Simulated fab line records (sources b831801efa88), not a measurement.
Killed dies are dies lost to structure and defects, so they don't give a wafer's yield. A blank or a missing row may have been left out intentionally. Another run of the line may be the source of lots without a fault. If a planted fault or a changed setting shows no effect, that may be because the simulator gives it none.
Check of tool commonality | flow sky130 | Sampled: 12 lots, 36 wafers

== WHAT PROMPTED THE OPENING ==
SKY_NWELL_TW_MEAS_26, reading NWELL_2_TW: flagged on 2 of 12 lots. No-fault wafers: 495, standard deviation 4.3.
Rule: flag the lot when none of its wafers has a number, or when each of its wafers that has one lies beyond 4 standard deviations from that mean. As for the other lots, they are considered sound.

lot  | measured     | on            | NWELL_2_TW, wafer by wafer | flag
L596 | day 5 06:23  | film metro-02 | 496 495 493                |
L601 | day 6 16:22  | film metro-01 | 491 494 492                |
L606 | day 7 19:25  | film metro-01 | 545 545 544                | FLAGGED
L607 | day 8 01:52  | film metro-02 | 547 547 547                | FLAGGED
L608 | day 8 06:12  | film metro-04 | 497 497 500                |
L609 | day 8 12:28  | film metro-02 | 491 492 492                |
L610 | day 8 18:07  | film metro-01 | 489 492 490                |
L612 | day 9 11:50  | film metro-01 | 489 490 489                |
L613 | day 10 00:46 | film metro-01 | 488 489 488                |
L615 | day 10 03:53 | film metro-02 | 498 494 496                |
L618 | day 10 23:16 | film metro-02 | 497 497 499                |
L619 | day 11 05:30 | film metro-02 | 497 498 497                |
Average over the flagged lots: 546; offset from the usual +51, equal to +12 standard deviations.

== EACH LOT AND THE TOOL IT RAN ON ==
Before the reading, the record contains 2 process steps out of a 708-step route. Every cell lists first the tool, next ch and the chambers used by the sampled wafers, and last the start.
lot  | flag    | SKY_PWDE_COAT_02                 | SKY_NWELL_STRIP_25
L596 |         | litho track-04 ch 0, day 3 11:51 | plasma asher-03 ch 0,1, day 5 06:17
L601 |         | litho track-01 ch 0, day 4 18:23 | plasma asher-01 ch 0, day 6 16:16
L606 | FLAGGED | litho track-04, day 5 18:21      | plasma asher-03 ch 0,1, day 7 19:19
L607 | FLAGGED | litho track-04, day 6 00:42      | plasma asher-02 ch 0,1, day 8 01:46
L608 |         | litho track-01 ch 0, day 6 03:41 | plasma asher-01 ch 0,1, day 8 06:07
L609 |         | litho track-02 ch 0, day 6 10:18 | plasma asher-02 ch 0,1, day 8 12:22
L610 |         | litho track-04 ch 0, day 6 15:36 | plasma asher-01 ch 0,1, day 8 18:01
L612 |         | litho track-04 ch 0, day 7 08:06 | plasma asher-02 ch 0,1, day 9 11:44
L613 |         | litho track-04 ch 0, day 7 18:12 | plasma asher-03 ch 0,1, day 10 00:40
L615 |         | litho track-04 ch 0, day 7 21:55 | plasma asher-02 ch 0,1, day 10 03:46
L618 |         | litho track-04 ch 0, day 8 15:54 | plasma asher-01 ch 0,1, day 10 23:10
L619 |         | litho track-04 ch 0, day 8 22:30 | plasma asher-02 ch 0,1, day 11 05:25
What is done by these steps:
- SKY_PWDE_COAT_02: resist thk 3000 nm.
- SKY_NWELL_STRIP_25: strips in O2/N2.
- SKY_NWELL_TW_MEAS_26

== FLAGGED AGAINST TOTAL, ONE TOOL AT A TIME (gauges that did the reading follow at the end) ==
step                 | tool            | lots run | flagged | share of the flagged lots | sound lots run after its first flagged lot
SKY_PWDE_COAT_02     | litho track-01  | 2        | 0       | none                      | -
SKY_PWDE_COAT_02     | litho track-02  | 1        | 0       | none                      | -
SKY_PWDE_COAT_02     | litho track-04  | 9        | 2       | all                       | 6 (L610,L612,L613,L615,L618,L619)
SKY_NWELL_STRIP_25   | plasma asher-01 | 4        | 0       | none                      | -
SKY_NWELL_STRIP_25   | plasma asher-02 | 5        | 1       | some                      | 4 (L609,L612,L615,L619)
SKY_NWELL_STRIP_25   | plasma asher-03 | 3        | 1       | some                      | 1 (L613)
SKY_NWELL_TW_MEAS_26 | film metro-01   | 5        | 1       | some                      | 3 (L610,L612,L613)
SKY_NWELL_TW_MEAS_26 | film metro-02   | 6        | 1       | some                      | 4 (L609,L615,L618,L619)
SKY_NWELL_TW_MEAS_26 | film metro-04   | 1        | 0       | none                      | -

== WHAT IS ALLOWED BY THE TABLE ==
All flagged lots share 1 row of the table, namely litho track-04 at SKY_PWDE_COAT_02.
- litho track-04 at SKY_PWDE_COAT_02 ran 9 lots, 2 of them flagged. After the first flagged lot (L610, L612, L613, L615, L618, L619), sound lots still ran on it; a lasting fault on the whole tool would not permit that. On the flagged lots its readings are blank where sound lots have values: chill plate temp C, dispense pressure kPa, resist line temp C.
Not one row of the table ran every flagged lot while running no sound lot after the first.

== WHAT THE SIMULATOR HAD PUT IN ==
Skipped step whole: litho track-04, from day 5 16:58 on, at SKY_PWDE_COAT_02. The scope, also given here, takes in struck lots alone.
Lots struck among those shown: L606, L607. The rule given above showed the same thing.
